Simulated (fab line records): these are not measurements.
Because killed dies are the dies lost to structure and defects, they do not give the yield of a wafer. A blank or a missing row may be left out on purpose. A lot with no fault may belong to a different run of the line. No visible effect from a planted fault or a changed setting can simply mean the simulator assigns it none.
fab line records	flow sky130
record: lots: 7	wafers: 21	last_day: 49
route steps=708 shown VIA3@586 METAL4@598 PAD_OPEN@708
lots that met no fault: taken from a fault-free run of the same line
start_h: hours from the record's first day to the start of the lot's first wafer shown	wait_h: hours from the lot's prior step to this one	" same as the row above	L1.1+2: a single row standing in for several wafers	- value missing, or start not given	* or withheld: withheld	< > ~ a bound
route shown NAME@n: NAME is a module with steps in the file, n the number in the route of the first one	usual: average and standard deviation across the fault-free wafers	same: alike in all rows	chamber/n: place in a boat	sites: the reading at each site	_std_site: standard deviation across them	_edge_site: mean of outer sites minus mean of inner sites	radius_mm: how far each site lies from the wafer's centre	mask NAME#n: copy n	behind: the tool/chamber that last shaped the wafer	hold: what put the lot on hold/how long, in hours/how the hold closed	device: the n, p or np transistor that did not switch	end of line: the route-end tests of the same wafers	a step without rows: its recipe alone	killed: at the first sort, the dies lost to defects and structure; wafer yield is something else	map: dies across one wafer; x = killed, . = not, _ = none there
set.NAME: the setting the step ran with; set.NAME@STEP: the setting that earlier step ran with	model.NAME: the simulator's own value behind a step, which no gauge read
lots at some steps of the route; a table a step, a row a wafer
services: a tool's chamber out of use, with start hour (start_h, from the record's first day; less than 0 if before it), hours out, and reason
== steps ==
step: SKY_VIA3_OVL_MEAS_13
usual: VIA3_OVL: -4/3.9
lot.wafer	tool	chamber	start_h	wait_h	VIA3_OVL[nm]
L616.3	overlay-01	-	933.47	0.1	0
L616.5	"	-	"	"	5
L616.6	"	-	"	"	-3
L617.2	overlay-02	-	934.52	0.1	-3
L617.4	"	-	"	"	-8
L617.5	"	-	"	"	1
L619.2	overlay-02	-	952.25	0.1	-5
L619.4	"	-	"	"	-6
L619.5	"	-	"	"	-5
L620.1	overlay-02	-	961.01	0.1	-8
L620.2	"	-	"	"	-7
L620.5	"	-	"	"	-4
L622.1	overlay-01	-	978.79	0.1	-2
L622.3	"	-	"	"	7
L622.5	"	-	"	"	-3
L627.3	overlay-02	-	1011.50	0.1	-4
L627.5	"	-	"	"	-8
L627.6	"	-	"	"	-5
L631.2	overlay-01	-	1042.25	0.1	-4
L631.4	"	-	"	"	-7
L631.5	"	-	"	"	-11
step: SKY_VIA3_ETCH_14
recipe: chemistry: N2/H2	target: BARC	ion_energy_ev: 200	source_w: 500	bias_w: 100	pressure_mtorr: 30	n2_flow_sccm: 100	h2_flow_sccm: 200	stop_on: SiO2	time_s: 45.9	target_depth_a: 600
usual: drypump_motor_current_A: 5.9/0.44	h2_flow_sccm: 200.0/0.57	oes_product_au: 0.855/0.0046	throttle_valve_pct: 13.224/0.0084
lot.wafer	tool	chamber	start_h	wait_h	drypump_motor_current_A	h2_flow_sccm	oes_product_au	rf_hours_counter_h	throttle_valve_pct
L616.3	rie_diel-03	0	933.50	0.0	6.2	200.4	0.859	23	13.225
L616.5	"	0	"	"	6.2	201.0	0.854	-	13.224
L616.6	"	1	"	"	5.0	198.2	0.863	-	13.217
L617.2	rie_diel-04	3	934.55	0.0	5.8	200.0	0.849	16	13.222
L617.4	"	1	"	"	5.9	200.5	0.856	3	13.210
L617.5	"	3	"	"	5.9	200.4	0.852	-	13.231
L619.2	rie_diel-03	3	952.28	0.0	6.2	199.5	0.857	20	13.220
L619.4	"	1	"	"	5.1	199.7	0.852	6	13.226
L619.5	"	0	"	"	6.1	199.8	0.855	-	13.220
L620.1	rie_diel-01	0	961.05	0.0	6.5	199.6	0.854	9	13.222
L620.2	"	1	"	"	5.6	200.6	0.844	7	13.235
L620.5	"	2	"	"	6.3	199.4	0.851	-	13.221
L622.1	rie_diel-04	0	978.83	0.0	6.4	199.2	0.859	25	13.221
L622.3	"	1	"	"	5.9	199.9	0.846	-	13.222
L622.5	"	0	"	"	6.4	200.1	0.858	-	13.211
L627.3	rie_diel-04	1	1011.53	0.0	5.9	200.8	0.849	6	13.228
L627.5	"	0	"	"	6.5	200.4	0.855	-	13.229
L627.6	"	1	"	"	5.9	199.9	0.857	-	13.229
L631.2	rie_diel-01	1	1042.28	0.0	5.7	199.8	0.865	9	13.226
L631.4	"	3	"	"	5.4	199.9	0.849	14	13.226
L631.5	"	2	"	"	6.3	199.7	0.852	-	13.233
step: SKY_VIA3_ETCH_15
recipe: target: SiO2	chemistry: C4F8/O2/Ar	target_depth_nm: 507	stop_on: TiN	mask_material: KrF-thick	source_w: 1500	bias_w: 1200	pressure_mtorr: 40	c4f8_flow_sccm: withheld	O2_flow_sccm: 6	Ar_flow_sccm: 300	time_s: 78
usual: oes_product_au: 0.945/0.0043
lot.wafer	tool	chamber	start_h	wait_h	oes_product_au	rf_hours_counter_h
L616.3	rie_diel-03	0	933.54	0.0	0.945	23
L616.5	"	0	"	"	0.958	-
L616.6	"	1	"	"	0.943	-
L617.2	rie_diel-04	3	934.59	0.0	0.943	16
L617.4	"	1	"	"	0.942	4
L617.5	"	3	"	"	0.937	-
L619.2	rie_diel-03	3	952.32	0.0	0.943	20
L619.4	"	1	"	"	0.942	6
L619.5	"	0	"	"	0.947	-
L620.1	rie_diel-01	0	961.09	0.0	0.954	9
L620.2	"	1	"	"	0.943	7
L620.5	"	2	"	"	0.939	-
L622.1	rie_diel-04	0	978.89	0.0	0.942	25
L622.3	"	1	"	"	0.943	-
L622.5	"	0	"	"	0.951	-
L627.3	rie_diel-04	1	1011.57	0.0	0.948	6
L627.5	"	0	"	"	0.940	-
L627.6	"	1	"	"	0.941	-
L631.2	rie_diel-01	1	1042.32	0.0	0.941	9
L631.4	"	3	"	"	0.944	14
L631.5	"	2	"	"	0.945	-
step: SKY_VIA3_STRIP_16
recipe: chemistry: O2/N2	power_w: 1400	pressure_mtorr: 1500	platen_temp_c: withheld	o2_flow_sccm: 3000	n2_flow_sccm: 300	overash_fraction: 0.5
usual: drypump_motor_current_A: 5.5/0.41	oes_product_au: 0.402/0.0046	strip_time_to_endpoint_s: 4.127/0.024
lot.wafer	tool	chamber	start_h	wait_h	drypump_motor_current_A	oes_product_au	rf_hours_counter_h	strip_time_to_endpoint_s
L616.3	plasma_asher-04	1	933.63	0.1	5.5	0.390	-	4.106
L616.5	"	1	"	"	5.5	0.399	-	4.136
L616.6	"	0	"	"	5.6	0.403	-	4.096
L617.2	plasma_asher-04	0	934.65	0.0	5.6	0.408	83	4.174
L617.4	"	0	"	"	5.6	0.400	-	4.115
L617.5	"	1	"	"	5.5	0.400	-	4.136
L619.2	plasma_asher-03	1	952.38	0.0	6.4	0.401	109	4.095
L619.4	"	1	"	"	6.4	0.404	-	4.105
L619.5	"	0	"	"	5.5	0.396	-	4.110
L620.1	plasma_asher-04	0	961.15	0.0	5.6	0.406	86	4.164
L620.2	"	1	"	"	5.5	0.405	86	4.107
L620.5	"	1	"	"	5.5	0.403	-	4.131
L622.1	plasma_asher-03	0	978.98	0.1	5.5	0.400	112	4.150
L622.3	"	0	"	"	5.5	0.403	-	4.123
L622.5	"	1	"	"	6.4	0.402	-	4.162
L627.3	plasma_asher-02	1	1011.66	0.1	5.0	0.390	-	4.105
L627.5	"	1	"	"	5.0	0.410	-	4.119
L627.6	"	0	"	"	5.1	0.407	-	4.091
L631.2	plasma_asher-04	0	1042.38	0.0	5.5	0.399	94	4.117
L631.4	"	1	"	"	5.5	0.399	-	4.098
L631.5	"	1	"	"	5.5	0.401	-	4.126
step: SKY_VIA3_STRIP_17
recipe: chemistry: post_etch_residue_remover	time_s: 1200	temp_c: 72.5
step: SKY_VIA3_CLEAN_18
recipe: chemistry: IPA	time_s: 180	temp_c: 25
step: SKY_VIA3_CLEAN_19
recipe: chemistry: O3/DIW	dry: n2_spin
step: SKY_VIA3_SPUTTER_20
recipe: material: TiN	target_thk_nm: 20	chamber_pressure_pa: 5	power_w: 4000	time_s: 80
usual: cathode_dc_power_W: 4000.1/0.79	chamber_pressure_pa: 4.999/0.011	throttle_valve_pct: 30.1/1.2
lot.wafer	tool	chamber	start_h	wait_h	cathode_dc_power_W	chamber_pressure_pa	throttle_valve_pct
L616.3	pvd_sputter-04	-	934.19	0.0	4001.4	5.000	32.1
L616.5	"	-	"	"	3999.6	4.991	30.3
L616.6	"	-	"	"	3999.9	5.024	28.9
L617.2	pvd_sputter-03	-	935.27	0.0	4000.2	4.983	30.7
L617.4	"	-	"	"	3999.2	4.998	29.1
L617.5	"	-	"	"	4001.0	4.984	31.1
L619.2	pvd_sputter-04	-	952.97	0.0	4000.5	5.016	32.3
L619.4	"	-	"	"	4001.2	5.020	30.2
L619.5	"	-	"	"	3998.9	4.987	28.9
L620.1	pvd_sputter-04	-	961.74	0.0	4001.8	4.994	28.6
L620.2	"	-	"	"	3999.8	4.971	30.5
L620.5	"	-	"	"	3999.4	4.990	30.7
L622.1	pvd_sputter-04	-	979.61	0.0	3998.8	4.978	28.8
L622.3	"	-	"	"	3998.8	5.007	30.3
L622.5	"	-	"	"	4001.0	4.989	32.2
L627.3	pvd_sputter-01	-	1012.40	0.0	4000.0	5.007	29.9
L627.5	"	-	"	"	3999.8	4.998	30.0
L627.6	"	-	"	"	4000.2	4.997	29.2
L631.2	pvd_sputter-03	-	1042.97	0.0	4000.6	4.980	31.6
L631.4	"	-	"	"	4000.8	5.014	31.1
L631.5	"	-	"	"	4000.0	4.994	31.5
step: SKY_VIA3_CVD_21
recipe: material: W	target_thk_nm: 390	time_s: 117.31	temp_c: 400	pressure_torr: 40
step: SKY_VIA3_RS_MEAS_22
recipe: thk_meas_gauge: four-point-probe	reads: W_of_VIA3_CVD_21+TiN_of_VIA3_SPUTTER_20
usual: VIA3_W_RS: 0.293/0.0059
lot.wafer	tool	chamber	start_h	wait_h	VIA3_W_RS[ohm/sq]
L616.3	film_metro-03	-	934.42	0.1	0.288
L616.5	"	-	"	"	0.300
L616.6	"	-	"	"	0.290
L617.2	film_metro-01	-	935.48	0.1	0.287
L617.4	"	-	"	"	0.284
L617.5	"	-	"	"	0.292
L619.2	film_metro-03	-	953.18	0.1	0.295
L619.4	"	-	"	"	0.284
L619.5	"	-	"	"	0.295
L620.1	film_metro-01	-	961.92	0.1	0.297
L620.2	"	-	"	"	0.290
L620.5	"	-	"	"	0.299
L622.1	film_metro-03	-	979.80	0.1	0.289
L622.3	"	-	"	"	0.286
L622.5	"	-	"	"	0.287
L627.3	film_metro-04	-	1012.63	0.1	0.290
L627.5	"	-	"	"	0.294
L627.6	"	-	"	"	0.288
L631.2	film_metro-03	-	1043.18	0.1	0.306
L631.4	"	-	"	"	0.291
L631.5	"	-	"	"	0.292
step: SKY_VIA3_THK_MEAS_23
recipe: thk_meas_gauge: xrf	reads: W_of_VIA3_CVD_21
usual: VIA3_W_THK: 398/8.7
lot.wafer	tool	chamber	start_h	wait_h	VIA3_W_THK[nm]
L616.3	film_metro-03	-	934.52	0.1	400
L616.5	"	-	"	"	384
L616.6	"	-	"	"	395
L617.2	film_metro-01	-	935.59	0.1	403
L617.4	"	-	"	"	413
L617.5	"	-	"	"	395
L619.2	film_metro-03	-	953.29	0.1	396
L619.4	"	-	"	"	407
L619.5	"	-	"	"	393
L620.1	film_metro-01	-	962.04	0.1	398
L620.2	"	-	"	"	409
L620.5	"	-	"	"	392
L622.1	film_metro-03	-	979.92	0.1	402
L622.3	"	-	"	"	405
L622.5	"	-	"	"	405
L627.3	film_metro-04	-	1012.73	0.1	396
L627.5	"	-	"	"	393
L627.6	"	-	"	"	399
L631.2	film_metro-03	-	1043.29	0.1	380
L631.4	"	-	"	"	402
L631.5	"	-	"	"	400
step: SKY_VIA3_CMP_24
recipe: stop_on: SiO2	t_overpolish_s: 20	down_force_psi: 3.5	platen_rpm: 60	target_thk_nm: 0	pad_velocity_m_s: 0.94248
step: SKY_METAL4_SPUTTER_00
recipe: material: Ti	target_thk_nm: 15	power_w: 3000	time_s: 10	chamber_pressure_pa: 0.4
usual: cathode_dc_power_W: 2999.9/0.58	chamber_pressure_pa: 0.4001/0.00073	throttle_valve_pct: 29.8/1.4
lot.wafer	tool	chamber	start_h	wait_h	cathode_dc_power_W	chamber_pressure_pa	throttle_valve_pct	model.Ti_of_METAL4_SPUTTER_00.thk_nm
L616.3	pvd_sputter-02	-	938.07	0.2	2999.6	0.4006	30.6	15.02
L616.5	"	-	"	"	3000.6	0.3997	29.6	15.34
L616.6	"	-	"	"	2999.8	0.4004	28.9	15.05
L617.2	pvd_sputter-03	-	939.27	0.1	3000.4	0.3999	27.5	14.95
L617.4	"	-	"	"	2999.6	0.3999	29.0	14.83
L617.5	"	-	"	"	3000.0	0.4006	30.8	15.2
L619.2	pvd_sputter-03	-	953.64	0.2	2999.3	0.4015	31.4	14.84
L619.4	"	-	"	"	3000.9	0.3999	29.0	14.75
L619.5	"	-	"	"	2999.9	0.4004	27.3	10.86
L620.1	pvd_sputter-03	-	962.40	0.1	3000.7	0.3980	27.3	11.07
L620.2	"	-	"	"	3000.6	0.3994	31.7	15
L620.5	"	-	"	"	2999.2	0.4001	27.3	10.99
L622.1	pvd_sputter-03	-	980.28	0.1	2999.2	0.3988	27.1	11.06
L622.3	"	-	"	"	3000.6	0.4009	29.1	15.05
L622.5	"	-	"	"	3001.0	0.3992	31.2	15.46
L627.3	pvd_sputter-04	-	1013.07	0.1	2999.5	0.3997	28.9	14.8
L627.5	"	-	"	"	2999.4	0.3998	30.4	15.02
L627.6	"	-	"	"	2999.3	0.3997	32.1	14.78
L631.2	pvd_sputter-04	-	1043.66	0.2	3000.0	0.4003	30.0	14.87
L631.4	"	-	"	"	3000.6	0.3998	28.7	14.92
L631.5	"	-	"	"	3000.1	0.3999	28.5	15.01
step: SKY_METAL4_SPUTTER_01
recipe: material: TiN	target_thk_nm: 20	power_w: 6500	time_s: 16.7	chamber_pressure_pa: 0.4
usual: cathode_dc_power_W: 6499.9/1.2	chamber_pressure_pa: 0.4001/0.00088	throttle_valve_pct: 29.8/1.4
lot.wafer	tool	chamber	start_h	wait_h	cathode_dc_power_W	chamber_pressure_pa	throttle_valve_pct
L616.3	pvd_sputter-02	-	938.09	0.0	6500.6	0.3992	30.7
L616.5	"	-	"	"	6499.6	0.3993	29.2
L616.6	"	-	"	"	6499.3	0.3999	28.7
L617.2	pvd_sputter-03	-	939.29	0.0	6500.7	0.4013	27.3
L617.4	"	-	"	"	6498.9	0.3985	29.3
L617.5	"	-	"	"	6497.4	0.4003	31.0
L619.2	pvd_sputter-03	-	953.66	0.0	6499.9	0.4000	31.4
L619.4	"	-	"	"	6500.7	0.3984	29.1
L619.5	"	-	"	"	6499.6	0.4009	27.3
L620.1	pvd_sputter-03	-	962.43	0.0	6499.7	0.3999	27.5
L620.2	"	-	"	"	6501.3	0.4001	31.5
L620.5	"	-	"	"	6500.0	0.3984	27.2
L622.1	pvd_sputter-03	-	980.30	0.0	6501.5	0.3989	27.0
L622.3	"	-	"	"	6500.7	0.3999	29.0
L622.5	"	-	"	"	6500.7	0.3993	31.0
L627.3	pvd_sputter-04	-	1013.09	0.0	6500.2	0.3988	28.4
L627.5	"	-	"	"	6499.4	0.4018	30.7
L627.6	"	-	"	"	6498.2	0.3985	32.2
L631.2	pvd_sputter-04	-	1043.68	0.0	6500.6	0.4015	29.6
L631.4	"	-	"	"	6499.4	0.4000	28.8
L631.5	"	-	"	"	6499.7	0.4013	28.7
step: SKY_PAD_OPEN_PROBE_99
usual: defect_limited_yield: 82.1/2	killed_at_M0_to_M3: 44/7.8	killed_at_M4_up: 3.1/1.7	killed_at_contacts: 25/5.1	killed_at_front_end: 15/4.4	killed_at_other: 0.5/0.68	killed_dies: 88/9.9	killed_open: 48/6.9	killed_short: 39/6.5	sort_bin_3_pad_short: 0.8/0.42	sort_bin_5_function: 10.6/1.5	sort_bin_6_memory: 6.5/1.2	sort_n_pass: 404/9.9	sort_yield_pct: 82.1/2
same: gross_dies: 492	killed_at_back_side: 0	sort_bin_4_leakage[%]: 0	sort_bin_8_speed[%]: 0
lot.wafer	tool	chamber	start_h	wait_h	defect_limited_yield[%]	killed_at_M0_to_M3	killed_at_M4_up	killed_at_contacts	killed_at_front_end	killed_at_other	killed_dies	killed_open	killed_short	sort_bin_3_pad_short[%]	sort_bin_5_function[%]	sort_bin_6_memory[%]	sort_n_pass	sort_yield_pct[%]
L620.1	prober-01	-	1102.03	0.1	80.1	49	3	23	23	0	98	56	42	1.4	10.2	8.3	394	80.1
L620.2	prober-01	-	1102.08	0.1	80.3	42	4	29	22	0	97	53	44	1.0	12.0	6.7	395	80.3
L620.5	prober-01	-	1102.23	0.2	83.3	41	1	20	20	0	82	46	36	0.6	10.4	5.7	410	83.3
L631.2	prober-02	-	1167.61	0.1	83.9	52	3	17	7	0	79	31	48	0.4	10.0	5.7	413	83.9
L631.4	prober-02	-	1167.71	0.2	82.7	32	3	32	17	1	85	51	33	0.4	10.4	6.5	407	82.7
L631.5	prober-02	-	1167.76	0.2	81.5	35	5	28	22	1	91	58	31	0.6	11.4	6.5	401	81.5
killed by level:class
L620.1 VIA1:geometric_particle:open=9 CONTACT:geometric_particle:open=9 VIA2:geometric_particle:open=9 SPACER:geometric_particle:open=6 METAL1:geometric_particle:short=6 FIELD_ISO:geometric_particle:open=5 LOCAL_INTERCONNECT:geometric_particle:short=5 CONTACT:geometric_particle:short=5
L620.2 CONTACT:geometric_particle:short=10 CONTACT:geometric_particle:open=9 VIA1:geometric_particle:open=8 POLY_GATE:geometric_particle:open=6 VIA3:geometric_particle:open=6 VIA1:geometric_particle:short=6 FIELD_ISO:geometric_particle:open=5 FIELD_ISO:geometric_particle:short=5
L620.5 FIELD_ISO:geometric_particle:open=10 CONTACT:geometric_particle:open=7 METAL2:geometric_particle:short=7 LI_CONTACT:geometric_particle:open=6 METAL1:geometric_particle:short=6 VIA1:geometric_particle:open=6 VIA2:geometric_particle:open=5 VIA3:geometric_particle:open=5
L631.2 METAL2:geometric_particle:short=8 METAL1:geometric_particle:short=8 VIA1:geometric_particle:open=8 VIA3:geometric_particle:short=6 VIA1:geometric_particle:short=6 LI_CONTACT:geometric_particle:open=5 VIA3:geometric_particle:open=5 CONTACT:geometric_particle:short=4
L631.4 CONTACT:geometric_particle:open=14 VIA1:geometric_particle:open=11 LI_CONTACT:geometric_particle:open=7 FIELD_ISO:geometric_particle:open=5 LOCAL_INTERCONNECT:geometric_particle:short=5 METAL3:geometric_particle:short=4 POLY_GATE:geometric_particle:short=4 POLY_GATE:geometric_particle:open=3
L631.5 LI_CONTACT:geometric_particle:open=12 CONTACT:geometric_particle:open=9 VIA1:geometric_particle:open=9 POLY_GATE:geometric_particle:open=7 METAL2:geometric_particle:short=7 FIELD_ISO:geometric_particle:open=5 METAL1:geometric_particle:short=5 FIELD_ISO:geometric_particle:short=4
== services ==
tool	chamber	start_h	hours	kind
rie_diel-04	-	921.14	2.8	pm
pvd_sputter-01	0	924.80	-	consumable_replace:kit
pvd_sputter-01	0	924.80	18.0	scheduled_down
pvd_sputter-02	-	937.43	0.5	repair
plasma_asher-02	-	940.98	28.1	pm
pvd_sputter-01	-	943.68	4.6	repair
rie_diel-04	3	973.90	9.4	repair
plasma_asher-02	-	975.63	8.1	repair
rie_diel-04	2	976.58	4.3	repair
rie_diel-01	2	980.02	3.1	repair
pvd_sputter-04	1	981.07	-	consumable_replace:kit
pvd_sputter-04	1	981.07	18.0	scheduled_down
pvd_sputter-04	1	981.07	18.0	vent_cycle
rie_diel-04	-	981.74	0.4	repair
pvd_sputter-03	-	986.14	23.3	repair
plasma_asher-04	-	990.86	10.1	repair
pvd_sputter-04	-	1000.32	8.0	repair
rie_diel-01	-	1009.36	0.3	repair
pvd_sputter-03	2	1012.41	-	consumable_replace:kit
pvd_sputter-03	2	1012.41	18.0	scheduled_down
pvd_sputter-03	2	1012.41	18.0	vent_cycle
plasma_asher-02	-	1019.92	0.5	repair
plasma_asher-03	-	1029.72	0.8	repair
rie_diel-01	2	1031.87	7.1	repair
== key ==
first_sign none at tools or gauges
model_effect: step: SKY_METAL4_SPUTTER_00	value: Ti_of_METAL4_SPUTTER_00.thk_nm	without: 15.13	struck: 11
met_at SKY_METAL4_SPUTTER_00
struck_wafers L619.5,L620.1,L620.5,L622.1
onset_between 939.27 953.64
fault: kind: process_parameter_drift	tool: pvd_sputter-03	chamber: -	onset_h: 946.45	steps: SKY_METAL4_SPUTTER_00	channel: time_s	offset: *	shape: step	end_h: 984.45	acts_in: *	stated: *	scope: struck_wafers_only
